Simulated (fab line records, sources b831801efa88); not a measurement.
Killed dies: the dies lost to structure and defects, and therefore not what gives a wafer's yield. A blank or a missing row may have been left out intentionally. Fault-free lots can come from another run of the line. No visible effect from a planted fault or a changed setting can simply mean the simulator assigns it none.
Struck lot and sound lot, side by side | flow sky130 | 18 steps out of a route of 708
Sound: the wafers L210.3, L210.4, L210.6. The struck wafers were L219.4, L219.5, L219.6. At the end, the cause is stated.
For every step that has rows: the tool of each side, followed by ch and its chambers, followed by its first start. Under that, the readings that differ: sound wafers | struck wafers | difference of the means | sigmas: that difference in standard deviations of wafers without a fault.
alike: same words and numbers on both sides, and readings whose means sit less than 2 such deviations apart. not compared: any withheld reading, any reading some wafer has no value for, any bound like >300 that may hide the same value, and any number with overlapping values for which the record gives no deviation.
A row with sigmas, a row that says differs or no value, or rows on one side alone: a step with any of these is where the two part. When numbers do not overlap yet have no deviation, they are printed without sigmas and do not part them. Lack of a reading on every wafer of one side parts them only where that side has two or more wafers.

first, 2 steps without rows for these wafers: SKY_LDD_HVN_PEB_05; SKY_LDD_HVN_DEVELOP_06 (develop time 60 s).
SKY_LDD_HVN_OVL_MEAS_07:
  sound: overlay-01 at day 23 05:44; struck: overlay-01 at day 26 04:13
  alike: LDD_HVN_OVL
after that, 1 step had no rows for these wafers: SKY_LDD_HVN_IMPLANT_08.
SKY_LDD_HVN_STRIP_09: strips in O2/N2.
  sound on plasma asher-03 ch 0,1, day 23 05:56; struck on plasma asher-03 ch 0,1, day 26 04:25
  alike: drypump motor current A, oes product au, strip time to endpoint s
  not compared: rf hours counter h
SKY_LDD_HVN_TW_MEAS_10:
  sound: film metro-01 at day 23 06:02; struck: film metro-02 at day 26 04:31
  alike: LDD_HVN_TW
then, 6 steps without rows for these wafers: SKY_LDD_HVP_DEHYDRATE_00 (time 60 s); SKY_LDD_HVP_HMDS_01 (prime time 60 s); SKY_LDD_HVP_COAT_02 (resist thk 300 nm); SKY_LDD_HVP_SOFTBAKE_03 (time 60 s); SKY_LDD_HVP_EXPOSE_04 (exposes mask HVPTM, target cd 700 nm); SKY_LDD_HVP_PEB_05.
SKY_LDD_HVP_DEVELOP_06: develop time 60 s.
  sound on litho track-04 ch 0, day 24 12:03; struck on litho track-02 ch 0, day 27 09:03
SKY_LDD_HVP_OVL_MEAS_07:
  sound: overlay-01 at day 24 12:10; struck: overlay-01 at day 27 09:08
  alike: LDD_HVP_OVL
after that, 1 step had no rows for these wafers: SKY_LDD_HVP_IMPLANT_08.
SKY_LDD_HVP_STRIP_09: strips in O2/N2.
  sound on plasma asher-04 ch 0,1, day 24 12:22; struck on plasma asher-01 ch 0,1, day 27 09:20
  reading                     | sound       | struck      | difference | sigmas
  drypump motor current A (A) | 5.8 5.4 5.4 | 6.2 6.1 6.6 | +0.8       | +2
  alike: oes product au, strip time to endpoint s
  not compared: rf hours counter h
SKY_LDD_HVP_TW_MEAS_10:
  sound: film metro-01 at day 24 12:28; struck: film metro-03 at day 27 09:26
  reading    | sound             | struck         | difference | sigmas
  LDD_HVP_TW | 459.9 458.8 459.7 | 73.6 72.7 74.9 | -385.7     | -99 or more
then, 1 step without rows for these wafers: SKY_LDD_LDN_DEHYDRATE_00 (time 60 s).

WHERE THEY PART
First at SKY_LDD_HVP_STRIP_09; last, within this record, at SKY_LDD_HVP_TW_MEAS_10.

WHY: the cause the simulator had injected
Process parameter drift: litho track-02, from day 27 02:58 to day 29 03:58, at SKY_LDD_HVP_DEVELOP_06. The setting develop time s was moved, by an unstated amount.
